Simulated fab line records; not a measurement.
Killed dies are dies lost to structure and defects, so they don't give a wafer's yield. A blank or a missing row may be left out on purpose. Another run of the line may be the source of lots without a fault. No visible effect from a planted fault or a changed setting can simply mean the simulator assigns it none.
Matching of chambers | flow gf180mcu | cmp-02 running GF_V4_CMP_26: 3 sister chambers
The step polishes, stops on SiO2, t overpolish 15 s, target thk 0 nm. 6 wafers are shown with their chamber, then 6 later ones without.

## WAFERS WITH THEIR CHAMBER
wafer  | chamber | time-to-endpoint-s (s) | motor-current-A (A)
L900.1 | 1       | 84                     | 9.3
L900.4 | 0       | 81                     | 10.4
L902.3 | 0       | 83                     | 10.4
L902.6 | 2       | 86                     | 10.3
L906.1 | 1       | 85                     | 10.1
L906.2 | 2       | 88                     | 10.7

## WAFERS WITHOUT THEIR CHAMBER
wafer  | time-to-endpoint-s (s) | motor-current-A (A)
L906.6 | 84                     | 10.1
L910.1 | 86                     | 10.2
L910.4 | 89                     | 10.8
L910.6 | 86                     | 11.0
L915.3 | 90                     | 11.0
L915.4 | 90                     | 10.3

## WHICH CHAMBER EACH WENT THROUGH
wafer  | from the rows above          | in truth
L906.6 | can't be placed: 1 or 0 or 2 | 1
L910.1 | can't be placed: 2 or 1      | 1
L910.4 | 2                            | 2
L910.6 | 2                            | 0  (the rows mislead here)
L915.3 | 2                            | 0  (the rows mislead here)
L915.4 | 2                            | 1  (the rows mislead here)
Placed correctly: 1 of 6. Not placeable from these rows: 2 (in 2, the candidates include the true chamber). Number placed wrongly: 3.
How it was worked out, from the rows above alone: a wafer's distance from a chamber is the root of the sum, over the readings, of the square of ((its reading less the chamber's mean) divided by the reading's scatter). The wafer belongs to the nearest chamber; if the next one is less than 2 further off, it can't be placed. A chamber's mean is the mean of its shown wafers. The scatter: the root of (the sum of the squares of (reading less its chamber's mean) over the shown wafers, divided by (wafers less chambers)).
